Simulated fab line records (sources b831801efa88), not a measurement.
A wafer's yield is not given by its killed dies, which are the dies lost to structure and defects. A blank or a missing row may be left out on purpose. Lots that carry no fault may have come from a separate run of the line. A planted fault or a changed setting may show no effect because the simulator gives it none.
8D (eight disciplines) problem report, filled in by code || flow sky130 || the parts of the form that need people (team, actions taken, sign-off) are left out

== 1. PROBLEM STATEMENT ==
oes_product_au at SKY_METAL2_METAL_ETCH_19 reads a mean of 0.764 a.u. on 6 wafers of 2 lots; wafers without a fault read 0.853 a.u. with a standard deviation of 0.0064. Relative to the usual mean, that is a shift of -14 standard deviations.
The step: etches the open film in Cl2/BCl3, stops on SiO2, target depth 360 nm, time 78 s.
Earliest sighting: wafer L541.2 on rie_metal-02 at day 38 12:04. At this step, 33 wafers from 11 lots have a number in the record. The rule behind "out" and "out of limits": a value lying over 4 standard deviations away from the usual mean. The other wafers with a number count as sound.

== 2. WHAT IT IS AND WHAT IT IS NOT ==
{"question": "which readings at this step", "is": "oes_product_au", "is not": "drypump_motor_current_A, rf_fwd_power_W"}
{"question": "which lots", "is": "L541, L543", "is not": "L531, L532, L535, L542, L548, L550, L552, L553, L554"}
{"question": "which wafers of those lots", "is": "all that have a number", "is not": "-"}
{"question": "read on which tools", "is": "rie_metal-02", "is not": "rie_metal-03, rie_metal-04"}
{"question": "when", "is": "from day 38 12:04", "is not": "up to then (9 sound wafers); but 18 sound wafers of L542, L548, L550, L552, L553, L554 came after"}

== 3. WHAT RULES OUT EACH SUSPECT ==
Counting: any tool at a process step up to the reading is kept as a suspect provided that every lot that is out went through it and no sound lot did after the first of them.
- rie_metal-02 at SKY_METAL2_METAL_ETCH_19 (etches the open film in Cl2/BCl3, stops on SiO2, target depth 360 nm, time 78 s): ruled out as a lasting fault. The sound lots L553, L554 went through it after L541, its earliest lot that is out (day 38 12:04).
Left after counting: nothing in the record.

== 4. THE CAUSE (what the simulator had put in) ==
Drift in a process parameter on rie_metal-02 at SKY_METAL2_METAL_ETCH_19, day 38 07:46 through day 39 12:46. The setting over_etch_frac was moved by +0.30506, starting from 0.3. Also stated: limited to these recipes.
Counting ruled it out, wrongly.

== 5. THE CHAIN OF EFFECTS, in route order ==
Each row: a reading whose mean over the struck wafers that have a number lies more than 3 standard deviations from the usual. Only readings for which the record gives a usual standard deviation are gone through. hours: the time from each lot's start at the first step in this table that gives one to its start at this step, as a median over the lots. sigmas: the change in usual standard deviations.
{"hours": 0, "step": "SKY_METAL2_METAL_ETCH_19", "reading": "oes_product_au", "usual": "0.853 a.u.", "on struck wafers": 0.764, "change": -0.089, "sigmas": -14}
{"hours": 0, "step": "SKY_METAL2_STRIP_20", "reading": "oes_product_au", "usual": "0.342 a.u.", "on struck wafers": 0.318, "change": -0.024, "sigmas": -5.0}
{"hours": 0, "step": "SKY_METAL2_STRIP_20", "reading": "strip_time_to_endpoint_s", "usual": "2.69 s", "on struck wafers": 2.06, "change": -0.62, "sigmas": -14}
It contains these process steps:
- SKY_METAL2_METAL_ETCH_19: etches the open film in Cl2/BCl3, stops on SiO2, target depth 360 nm, time 78 s.
- SKY_METAL2_STRIP_20: strips in O2/N2.
At these later measuring or inspecting steps, every struck wafer for which the step has a row has a number for every such reading, and none has moved that far: SKY_VIA2_THK_MEAS_01.

== 6. WHAT WOULD HAVE CAUGHT IT SOONER ==
In this record the first reading out of limits was taken at day 38 12:04, 4 hours after the fault began at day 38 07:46.
